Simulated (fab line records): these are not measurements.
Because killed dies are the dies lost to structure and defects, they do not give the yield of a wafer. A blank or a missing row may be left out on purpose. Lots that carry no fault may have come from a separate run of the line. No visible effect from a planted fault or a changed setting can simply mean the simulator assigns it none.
Which tool was responsible? / flow gf180mcu / 11 lots with 33 wafers sampled at 4 steps, on a route of 602 steps

WHAT THE GAUGES READ, wafer by wafer
The record lacks any reading of a measuring or inspecting step that a usual standard deviation could be used to judge.

EACH LOT AND THE TOOL THAT RAN IT (in order: tool; ch and the chambers of the sampled wafers; start)
lot=L231; GF_DNWELL_DEVELOP_06=lithoTrack-04 ch 0, day 2 18:00; GF_LVPWELL_STRIP_10=plasmaAsher-02 ch 0,1, day 3 21:47; GF_V1_ETCH_16=rieDiel-04 ch 1,2,3, day 18 07:23; GF_V2_CMP_26=cmp-02 ch 1,2, day 20 12:04
lot=L232; GF_DNWELL_DEVELOP_06=lithoTrack-03 ch 0, day 3 00:00; GF_LVPWELL_STRIP_10=plasmaAsher-02 ch 0,1, day 4 03:50; GF_V1_ETCH_16=rieDiel-01 ch 0,2,3, day 18 14:26; GF_V2_CMP_26=cmp-01 ch 0,2,3, day 20 20:11
lot=L238; GF_DNWELL_DEVELOP_06=lithoTrack-03 ch 0, day 4 08:00; GF_LVPWELL_STRIP_10=plasmaAsher-04 ch 0,1, day 5 14:10; GF_V1_ETCH_16=rieDiel-02 ch 0,2,3, day 21 05:15; GF_V2_CMP_26=cmp-02 ch 0,1,2, day 23 09:32
lot=L240; GF_DNWELL_DEVELOP_06=lithoTrack-03 ch 0, day 4 19:00; GF_LVPWELL_STRIP_10=plasmaAsher-01 ch 0,1, day 6 00:56; GF_V1_ETCH_16=rieDiel-01 ch 0,1,3, day 22 01:05; GF_V2_CMP_26=cmp-01 ch 2,3, day 24 03:23
lot=L242; GF_DNWELL_DEVELOP_06=lithoTrack-01 ch 0, day 5 07:00; GF_LVPWELL_STRIP_10=plasmaAsher-02 ch 0,1, day 6 13:05; GF_V1_ETCH_16=rieDiel-04 ch 0,1, day 22 16:04; GF_V2_CMP_26=cmp-01 ch 1,2,3, day 24 17:51
lot=L247; GF_DNWELL_DEVELOP_06=lithoTrack-01 ch 0, day 6 08:00; GF_LVPWELL_STRIP_10=plasmaAsher-02 ch 0,1, day 7 16:08; GF_V1_ETCH_16=rieDiel-04 ch 0,1,3, day 24 08:51; GF_V2_CMP_26=cmp-02 ch 0,3, day 26 08:18
lot=L248; GF_DNWELL_DEVELOP_06=lithoTrack-01 ch 0, day 6 12:00; GF_LVPWELL_STRIP_10=plasmaAsher-01 ch 0,1, day 7 22:22; GF_V1_ETCH_16=rieDiel-04 ch 2,3, day 24 16:04; GF_V2_CMP_26=cmp-02 ch 0,1,2, day 26 14:48
lot=L250; GF_DNWELL_DEVELOP_06=lithoTrack-01 ch 0, day 6 23:00; GF_LVPWELL_STRIP_10=plasmaAsher-02 ch 0,1, day 8 08:43; GF_V1_ETCH_16=rieDiel-01 ch 0,2,3, day 25 07:14; GF_V2_CMP_26=cmp-02 ch 0,2,3, day 27 05:38
lot=L251; GF_DNWELL_DEVELOP_06=lithoTrack-01 ch 0, day 7 06:00; GF_LVPWELL_STRIP_10=plasmaAsher-04 ch 0,1, day 8 16:32; GF_V1_ETCH_16=rieDiel-04 ch 0,1,2, day 25 10:45; GF_V2_CMP_26=cmp-02 ch 1,3, day 27 09:21
lot=L253; GF_DNWELL_DEVELOP_06=lithoTrack-01 ch 0, day 7 15:00; GF_LVPWELL_STRIP_10=plasmaAsher-02 ch 0,1, day 9 01:22; GF_V1_ETCH_16=rieDiel-02 ch 1,2, day 26 01:42; GF_V2_CMP_26=cmp-02 ch 1,2, day 27 23:57
lot=L254; GF_DNWELL_DEVELOP_06=lithoTrack-01 ch 0, day 7 21:00; GF_LVPWELL_STRIP_10=plasmaAsher-04 ch 0,1, day 9 07:43; GF_V1_ETCH_16=rieDiel-01 ch 1,2, day 26 09:54; GF_V2_CMP_26=cmp-02 ch 0,3, day 28 07:01
- GF_DNWELL_DEVELOP_06: develop time 60 s.
- GF_LVPWELL_STRIP_10: strips in O2/N2.
- GF_V1_ETCH_16: etches BARC in N2/H2.
- GF_V2_CMP_26: polishes, stops on SiO2, t overpolish 15 s, target thk 0 nm.

WHAT THE TOOLS THEMSELVES READ (means of the sampled wafers that have a number; where no wafer has one, the mark that the record gives instead)
GF_DNWELL_DEVELOP_06.
lot=L231; tool=lithoTrack-04; developerTempC (C)=22.97
lot=L232; tool=lithoTrack-03; developerTempC (C)=22.86
lot=L238; tool=lithoTrack-03; developerTempC (C)=23.99
lot=L240; tool=lithoTrack-03; developerTempC (C)=23.87
lot=L242; tool=lithoTrack-01; developerTempC (C)=22.95
lot=L247; tool=lithoTrack-01; developerTempC (C)=22.99
lot=L248; tool=lithoTrack-01; developerTempC (C)=23.13
lot=L250; tool=lithoTrack-01; developerTempC (C)=22.99
lot=L251; tool=lithoTrack-01; developerTempC (C)=23.04
lot=L253; tool=lithoTrack-01; developerTempC (C)=22.94
lot=L254; tool=lithoTrack-01; developerTempC (C)=22.87

GF_LVPWELL_STRIP_10.
lot=L231; tool=plasmaAsher-02; drypumpMotorCurrentA (A)=6.1; heaterPowerW (W)=339; oesProductAu (a.u.)=0.718; stripTimeToEndpointS (s)=36.87
lot=L232; tool=plasmaAsher-02; drypumpMotorCurrentA (A)=6.1; heaterPowerW (W)=353; oesProductAu (a.u.)=0.719; stripTimeToEndpointS (s)=37.15
lot=L238; tool=plasmaAsher-04; drypumpMotorCurrentA (A)=5.5; heaterPowerW (W)=304; oesProductAu (a.u.)=0.724; stripTimeToEndpointS (s)=36.91
lot=L240; tool=plasmaAsher-01; drypumpMotorCurrentA (A)=6.6; heaterPowerW (W)=301; oesProductAu (a.u.)=0.726; stripTimeToEndpointS (s)=37.26
lot=L242; tool=plasmaAsher-02; drypumpMotorCurrentA (A)=6.1; heaterPowerW (W)=335; oesProductAu (a.u.)=0.724; stripTimeToEndpointS (s)=37.02
lot=L247; tool=plasmaAsher-02; drypumpMotorCurrentA (A)=6.1; heaterPowerW (W)=331; oesProductAu (a.u.)=0.719; stripTimeToEndpointS (s)=37.07
lot=L248; tool=plasmaAsher-01; drypumpMotorCurrentA (A)=6.7; heaterPowerW (W)=306; oesProductAu (a.u.)=0.718; stripTimeToEndpointS (s)=37.00
lot=L250; tool=plasmaAsher-02; drypumpMotorCurrentA (A)=6.1; heaterPowerW (W)=354; oesProductAu (a.u.)=0.727; stripTimeToEndpointS (s)=36.96
lot=L251; tool=plasmaAsher-04; drypumpMotorCurrentA (A)=5.5; heaterPowerW (W)=304; oesProductAu (a.u.)=0.724; stripTimeToEndpointS (s)=37.00
lot=L253; tool=plasmaAsher-02; drypumpMotorCurrentA (A)=6.1; heaterPowerW (W)=336; oesProductAu (a.u.)=0.723; stripTimeToEndpointS (s)=36.96
lot=L254; tool=plasmaAsher-04; drypumpMotorCurrentA (A)=5.5; heaterPowerW (W)=304; oesProductAu (a.u.)=0.723; stripTimeToEndpointS (s)=36.90

GF_V1_ETCH_16.
lot=L231; tool=rieDiel-04; drypumpMotorCurrentA (A)=5.8; oesProductAu (a.u.)=0.857; throttleValvePct (%)=13.216
lot=L232; tool=rieDiel-01; drypumpMotorCurrentA (A)=6.1; oesProductAu (a.u.)=0.863; throttleValvePct (%)=13.231
lot=L238; tool=rieDiel-02; drypumpMotorCurrentA (A)=5.9; oesProductAu (a.u.)=0.857; throttleValvePct (%)=13.224
lot=L240; tool=rieDiel-01; drypumpMotorCurrentA (A)=6.0; oesProductAu (a.u.)=0.857; throttleValvePct (%)=13.222
lot=L242; tool=rieDiel-04; drypumpMotorCurrentA (A)=6.2; oesProductAu (a.u.)=0.853; throttleValvePct (%)=13.217
lot=L247; tool=rieDiel-04; drypumpMotorCurrentA (A)=6.0; oesProductAu (a.u.)=0.856; throttleValvePct (%)=13.225
lot=L248; tool=rieDiel-04; drypumpMotorCurrentA (A)=5.7; oesProductAu (a.u.)=0.852; throttleValvePct (%)=13.227
lot=L250; tool=rieDiel-01; drypumpMotorCurrentA (A)=6.2; oesProductAu (a.u.)=0.849; throttleValvePct (%)=13.235
lot=L251; tool=rieDiel-04; drypumpMotorCurrentA (A)=6.0; oesProductAu (a.u.)=0.857; throttleValvePct (%)=13.229
lot=L253; tool=rieDiel-02; drypumpMotorCurrentA (A)=6.1; oesProductAu (a.u.)=0.857; throttleValvePct (%)=13.222
lot=L254; tool=rieDiel-01; drypumpMotorCurrentA (A)=5.5; oesProductAu (a.u.)=0.857; throttleValvePct (%)=13.219

GF_V2_CMP_26.
lot=L231; tool=cmp-02; headPressurePsi (psi)=3.491; motorCurrentA (A)=11.6; overpolishRunS (s)=15.003; timeToEndpointS (s)=85.9
lot=L232; tool=cmp-01; headPressurePsi (psi)=3.501; motorCurrentA (A)=11.4; overpolishRunS (s)=15.006; timeToEndpointS (s)=88.1
lot=L238; tool=cmp-02; headPressurePsi (psi)=3.494; motorCurrentA (A)=11.0; overpolishRunS (s)=14.998; timeToEndpointS (s)=83.8
lot=L240; tool=cmp-01; headPressurePsi (psi)=3.498; motorCurrentA (A)=12.2; overpolishRunS (s)=15.003; timeToEndpointS (s)=85.1
lot=L242; tool=cmp-01; headPressurePsi (psi)=3.490; motorCurrentA (A)=11.8; overpolishRunS (s)=15.009; timeToEndpointS (s)=82.9
lot=L247; tool=cmp-02; headPressurePsi (psi)=3.494; motorCurrentA (A)=9.4; overpolishRunS (s)=14.996; timeToEndpointS (s)=85.8
lot=L248; tool=cmp-02; headPressurePsi (psi)=3.504; motorCurrentA (A)=11.3; overpolishRunS (s)=14.993; timeToEndpointS (s)=82.0
lot=L250; tool=cmp-02; headPressurePsi (psi)=3.505; motorCurrentA (A)=10.2; overpolishRunS (s)=15.005; timeToEndpointS (s)=84.4
lot=L251; tool=cmp-02; headPressurePsi (psi)=3.505; motorCurrentA (A)=10.1; overpolishRunS (s)=15.003; timeToEndpointS (s)=79.8
lot=L253; tool=cmp-02; headPressurePsi (psi)=3.498; motorCurrentA (A)=11.5; overpolishRunS (s)=15.012; timeToEndpointS (s)=86.5
lot=L254; tool=cmp-02; headPressurePsi (psi)=3.492; motorCurrentA (A)=9.2; overpolishRunS (s)=15.003; timeToEndpointS (s)=85.4

THE ANSWER, worked out from the rows above alone
Rule: usual is defined by the lots themselves. Put in order of their means at a reading, lots are off if they are a third of the lots or fewer, leave a main group of 4 or more, and stand apart from it by a gap of 3 or more times the standard deviation of the main group's means; of several such gaps the widest counts. A main group whose means are all the same, to the digits that the tables above print for the reading, isn't used. Also off: a lot with no number at a reading for which 4 or more lots have one. Any other lot the step has rows for is counted as sound. After the gauges, taken in route order, come the tools' own readings; for these a lot's mean is taken, as printed above. At the first step where some lot is off, the reading lying furthest off is the one used; lots without a number count as furthest.
Off: L238, L240 (GF_DNWELL_DEVELOP_06, developerTempC). For the main group the mean is 22.97 C and the standard deviation 0.078.
If a tool, at that step or one of the process steps before it, ran each lot that is off and ran no sound lot following the first of them, it fits. One fits: lithoTrack-03 at GF_DNWELL_DEVELOP_06. Its last sound lot is L232 (day 3 00:00), its first lot that is off L238 (day 4 08:00): a fault that began between those two fits.
The tool's own readings at GF_DNWELL_DEVELOP_06 bear it out: on the lots that are off they differ by more than 5 times the standard deviation of the sound lots' means. developerTempC reads 23.93 C there against 22.97 C on the sound lots.

WHAT THE SIMULATOR HAD PUT IN
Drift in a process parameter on lithoTrack-03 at GF_DNWELL_DEVELOP_06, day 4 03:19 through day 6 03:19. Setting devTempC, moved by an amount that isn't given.
Lots struck among those shown: L238, L240. Same finding as the rule above.
